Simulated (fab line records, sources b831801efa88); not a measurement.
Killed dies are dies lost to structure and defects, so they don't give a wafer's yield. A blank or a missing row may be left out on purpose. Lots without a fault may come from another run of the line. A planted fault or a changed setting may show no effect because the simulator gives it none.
One fault seen from 2 desks | flow sky130 | each desk has only its own numbers; what lay behind them comes last

THE TOOL OWNER'S DESK: litho_track-04
The tool's own readings at SKY_METAL5_COAT_09 (resist thk 1800 nm): means of the sampled wafers that have a number, for each lot that ran on this tool. A lot is out of limits, marked OUT, if its mean lies more than 4 standard deviations from the usual mean; the brackets give that distance.
Columns: A = resist_line_temp_C at SKY_METAL5_COAT_09, usual 23.01 C
lot  | first seen here | A
L943 | day 43 19:08    | 23.00
L944 | day 44 00:10    | 22.96
L949 | day 45 06:35    | 23.04
L960 | day 48 09:58    | 23.03
This desk's finding: nothing out of limits on any of the 4 lots.

THE METROLOGY DESK
What the gauges read, lot by lot, whatever tool the lot ran on: means of the sampled wafers that have a number. A lot is out of limits, marked OUT, if its mean lies more than 4 standard deviations from the usual mean; the brackets give that distance.
Columns: A = PASSIVATION_CVD_02_THK at SKY_PASSIVATION_THK_MEAS_03, usual 540 nm
lot  | first seen here | A
L942 | day 44 00:14    | 534
L943 | day 44 07:53    | 540
L944 | day 44 12:17    | 541
L947 | day 45 11:28    | 532
L949 | day 45 17:35    | 539
L952 | day 46 16:26    | 537
L954 | day 47 06:13    | 540
L960 | day 48 21:19    | 539
L962 | day 48 23:16    | 542
L964 | day 49 06:42    | 541
L965 | day 49 11:59    | 543
This desk's finding: nothing out of limits on any of the 11 lots.

PUT TOGETHER
The tool owner's desk saw nothing out of limits.
The metrology desk saw nothing out of limits.

WHAT THE SIMULATOR HAD PUT IN
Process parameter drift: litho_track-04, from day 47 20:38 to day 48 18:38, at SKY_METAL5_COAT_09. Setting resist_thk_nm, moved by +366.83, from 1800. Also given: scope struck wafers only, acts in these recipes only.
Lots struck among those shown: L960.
